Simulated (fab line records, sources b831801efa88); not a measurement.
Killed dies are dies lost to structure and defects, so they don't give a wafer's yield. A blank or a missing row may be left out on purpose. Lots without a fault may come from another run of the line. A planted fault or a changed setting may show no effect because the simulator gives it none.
Problem report in the 8D (eight disciplines) form, filled by code | flow sfq_line | the parts of the form that need people (team, actions taken, sign-off) are left out

1. THE PROBLEM
time_to_endpoint_s at SFQ_TRILAYER_I7_CMP_CMP_184 reads a mean of 278 s on 9 wafers of 3 lots; wafers without a fault read 212 s with a standard deviation of 9. That is +7.4 standard deviations from the usual mean.
The step: polishes SiO2.
First seen on wafer L169.3, day 78 10:10, on cmp-01. The record holds 45 wafers of 15 lots with a number at this step. Rule for "out", or "out of limits": more than 4 standard deviations from the usual mean. The other wafers with a number count as sound.

2. WHAT IT IS AND WHAT IT IS NOT
question                    | is                     | is not
which readings at this step | time_to_endpoint_s     | motor_current_A, platen_rpm, retaining_ring_pressure_frac
which lots                  | L169, L173, L174       | L157, L158, L159, L160, L161, L162, L164, L166, L167, L168, L178, L180
which wafers of those lots  | all that have a number | -
read on which tools         | cmp-01                 | cmp-02
when                        | from day 78 10:10      | up to then (30 sound wafers); but 6 sound wafers of L178, L180 came after

3. SUSPECTS, AND WHAT RULES EACH OUT
Counting: a tool at a process step up to the reading stays a suspect if it ran every lot that is out and no sound lot after the first of them.
- cmp-01 at SFQ_TRILAYER_I7_CMP_CMP_184 (polishes SiO2): kept. It ran every lot that is out, first L169 (day 78 10:10), and no sound lot after that; its last sound lot up to then is L167 (day 78 01:10). Its own readings are out on those wafers: time_to_endpoint_s.
Left after counting: cmp-01 at SFQ_TRILAYER_I7_CMP_CMP_184.

4. THE CAUSE (what the simulator had put in)
Process parameter drift: cmp-01, from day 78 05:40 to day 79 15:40, at SFQ_TRILAYER_I7_CMP_CMP_184. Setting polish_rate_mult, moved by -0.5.
Counting left only this tool.

5. THE CHAIN OF EFFECTS, in route order
Each row: a reading whose mean over the struck wafers that have a number lies more than 3 standard deviations from the usual. Only readings for which the record gives a usual standard deviation are gone through. hours: the time from each lot's start at the first step in this table that gives one to its start at this step, as a median over the lots. sigmas: the change in usual standard deviations.
hours | step                                  | reading            | usual      | on struck wafers | change | sigmas
0     | SFQ_TRILAYER_I7_CMP_CMP_184           | time_to_endpoint_s | 212 s      | 278              | +66    | +7.4
3     | SFQ_TRILAYER_I7_METRO_MEASURE_185     | thk_nm             | 199.8 nm   | 304.0            | +104.2 | +74
82    | SFQ_TRILAYER_I7_VIA_ETCH_VIA_ETCH_190 | oes_product_au     | 0.854 a.u. | 0.996            | +0.142 | +24
The process steps in it:
- SFQ_TRILAYER_I7_CMP_CMP_184: polishes SiO2.
- SFQ_TRILAYER_I7_METRO_MEASURE_185
- SFQ_TRILAYER_I7_VIA_ETCH_VIA_ETCH_190: etches SiO2 in CHF3, stops on Nb, target depth 260 nm.
Later measuring or inspecting steps at which every struck wafer that the step has a row for has a number for every such reading, and none has moved that far: SFQ_M8_THK_MEAS_950.

6. WHAT WOULD HAVE CAUGHT IT SOONER
In this record the first reading out of limits was taken at day 78 10:10, 4 hours after the fault began at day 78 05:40.
